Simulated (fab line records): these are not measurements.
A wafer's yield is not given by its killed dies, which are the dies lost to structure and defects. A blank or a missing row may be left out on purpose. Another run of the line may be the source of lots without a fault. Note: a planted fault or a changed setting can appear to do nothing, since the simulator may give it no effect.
Comparing a struck lot with a sound one + flow gf180mcu + 44 steps out of a route of 602
Sound: the wafers L874.1, L874.5, L874.6. Struck: wafer L885.4 (L885.2, L885.6, from the same lot, were not struck and are left out); the cause is given at the end.
Each step with rows lists, per side, the tool, then ch with its chambers, then its first start. Under that, the readings that differ: sound wafers + struck wafers + difference of the means + sigmas: that difference in standard deviations of wafers without a fault.
alike: a reading whose means differ by less than 2 such deviations, as well as words and numbers matching on both sides. not compared: withheld readings; readings where some wafer has no value; bounds like >300 that might hide an equal value; numbers whose values overlap and for which the record gives no deviation.
The two part at a step that has a row with sigmas, a row that says differs or no value, or rows on one side only. Numbers that have no deviation but don't overlap get no sigmas and don't part them. A reading missing from all wafers of one side parts the sides only when that side holds two or more wafers.

first, 5 steps without rows for these wafers: GF_V3_STRIP_19 (strips in post etch residue remover, time 1200 s); GF_V3_CLEAN_20 (cleans in DIW); GF_V3_SPUTTER_21 (material Ti, target thk 15 nm, time 80.02 s); GF_V3_SPUTTER_22 (material TiN, target thk 10 nm, time 40 s); GF_V3_CVD_23 (deposits W, target thk 350 nm, time 104.9 s).
GF_V3_RS_MEAS_24: a four-point-probe measurement.
  struck on filmMetro-03, day 27 22:35; sound on filmMetro-02, day 23 13:10
  alike: V3_W_RS
GF_V3_THK_MEAS_25: measures by xrf.
  struck on filmMetro-03, day 27 22:41; sound on filmMetro-02, day 23 13:17
  alike: V3_W_THK
GF_V3_CMP_26: polishes, stops on SiO2, t overpolish 15 s, target thk 0 nm.
  sound on cmp-01 ch 0,1,2, day 23 13:26; struck on cmp-01 ch 1, day 27 22:44
  alike: motorCurrentA, overpolishRunS, platenRpm, timeToEndpointS
GF_M4_SPUTTER_00: material Ti, target thk 37.5 nm, time 150 s.
  struck on pvdSputter-02, day 27 23:02; sound on pvdSputter-02, day 23 13:38
  alike: chamberPressurePa, substrateTempC, throttleValvePct
then, 3 steps without rows for these wafers: GF_M4_SPUTTER_01 (material TiN, target thk 30 nm, time 25 s); GF_M4_SPUTTER_02 (material AlCu, target thk 450 nm, time 23.9 s); GF_M4_SPUTTER_03 (material Ti, target thk 10 nm, time 6.7 s).
GF_M4_SPUTTER_04: material TiN, target thk 50 nm, time 41.7 s.
  struck on pvdSputter-02, day 27 23:13; sound on pvdSputter-02, day 23 13:49
| reading                | sound                | struck | difference | sigmas |
|------------------------|----------------------|--------|------------|--------|
| chamberPressurePa (Pa) | 0.4004 0.4003 0.4016 | 0.3519 | -0.0489    | -56    |
| throttleValvePct (%)   | 28.9 28.9 30.3       | 32.7   | +3.3       | +3     |
  not compared: model.TiN_of_M4_SPUTTER_04.thkNm
GF_M4_RS_MEAS_05: a four-point-probe measurement.
  struck on filmMetro-04, day 27 23:17; sound on filmMetro-01, day 23 13:52
| reading             | sound                | struck | difference | sigmas |
|---------------------|----------------------|--------|------------|--------|
| M4_ALCU_RS (ohm/sq) | 0.0700 0.0693 0.0705 | 0.0719 | +0.0020    | +2     |
GF_M4_THK_MEAS_06: measures by xrf.
  struck on filmMetro-04, day 27 23:23; sound on filmMetro-01, day 23 13:59
  alike: M4_ALCU_THK
then, 7 steps without rows for these wafers: GF_M4_DEHYDRATE_07 (time 60 s); GF_M4_HMDS_08 (prime time 60 s); GF_M4_COAT_09 (resist thk 1000 nm); GF_M4_SOFTBAKE_10 (time 60 s); GF_M4_EXPOSE_11 (exposes mask Metal4, target cd 280 nm); GF_M4_PEB_12 (peb time 90 s); GF_M4_DEVELOP_13 (develop time 60 s).
GF_M4_CD_MEAS_14 targets a cd of 280 nm.
  struck on cdSem-02, day 28 18:14; sound on cdSem-01, day 24 11:45
  alike: cdNm
GF_M4_OVL_MEAS_15:
  struck on overlay-01, day 28 18:21; sound on overlay-01, day 24 11:52
  alike: M4_OVL
GF_M4_METAL_ETCH_16: etches the open film in Cl2/BCl3, stops on SiO2, target depth 750.8 nm, time 125.1 s.
  sound on rieMetal-01 ch 0,1, day 24 11:55; struck on rieMetal-04 ch 1, day 28 18:23
| reading                  | sound       | struck | difference | sigmas |
|--------------------------|-------------|--------|------------|--------|
| drypumpMotorCurrentA (A) | 6.6 6.6 5.9 | 5.5    | -0.9       | -2     |
  alike: oesProductAu, throttleValvePct
  not compared: rfHoursCounterH
GF_M4_STRIP_17: strips in O2/N2.
  sound on plasmaAsher-03 ch 0,1, day 24 12:02; struck on plasmaAsher-01 ch 0, day 28 18:31
  alike: drypumpMotorCurrentA, heaterPowerW, oesProductAu, stripTimeToEndpointS
  not compared: rfHoursCounterH
then, 3 steps without rows for these wafers: GF_M4_STRIP_18 (strips in post etch residue remover, time 1200 s); GF_M4_CLEAN_19 (cleans in DIW); GF_V4_CVD_00 (deposits SiO2, target thk 600 nm, time 100 s).
GF_V4_THK_MEAS_01:
  struck on filmMetro-02, day 28 19:08; sound on filmMetro-03, day 24 12:38
  alike: V4_CVD_00_THK
GF_V4_CVD_02: deposits SiO2 from TEOS, target thk 850 nm, time 94.851 s.
  sound on pecvd-02 ch 1,2, day 24 12:42; struck on pecvd-02 ch 2, day 28 19:11
  alike: heaterPowerW
GF_V4_THK_MEAS_03:
  struck on filmMetro-01, day 28 19:15; sound on filmMetro-01, day 24 12:46
  alike: V4_CVD_02_THK
then, 1 step without rows for these wafers: GF_V4_CMP_04 (polishes SiO2).
GF_V4_BOW_MEAS_05:
  struck on filmMetro-02, day 28 19:37; sound on filmMetro-03, day 24 13:08
  alike: V4_BOW
then, 8 steps without rows for these wafers: GF_V4_DEHYDRATE_06 (time 60 s); GF_V4_HMDS_07 (prime time 60 s); GF_V4_COAT_08; GF_V4_COAT_09 (resist thk 1000 nm); GF_V4_SOFTBAKE_10 (time 60 s); GF_V4_EXPOSE_11 (exposes mask Via4, target cd 260 nm); GF_V4_PEB_12 (peb time 90 s); GF_V4_DEVELOP_13 (develop time 60 s).
GF_V4_STRIP_19: strips in post etch residue remover, time 1200 s.
  sound on wetBench-04 ch 1, day 25 10:22; struck on wetBench-04 ch 0, day 29 15:05
  alike: tempC
  not compared: model.TiN_of_M4_SPUTTER_04.thkNm
-- the record jumps here: 4 days lie between the struck wafers' starts before and after (it left off in module V4 and takes up again in module PASSIVATION, whose first step shown is number 602 of the route) --
GF_PASSIVATION_PROBE_99:
  record: rows for the struck wafers here (prober-02, day 33 13:25), none for the sound ones

== WHERE THEY PART ==
At GF_M4_SPUTTER_04 first; at GF_PASSIVATION_PROBE_99 last (within this record only).

WHY: the cause the simulator had injected
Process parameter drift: pvdSputter-02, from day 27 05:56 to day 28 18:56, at GF_M4_SPUTTER_04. Setting chamberPressurePa shifted by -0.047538 from 0.4. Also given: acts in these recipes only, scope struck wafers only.
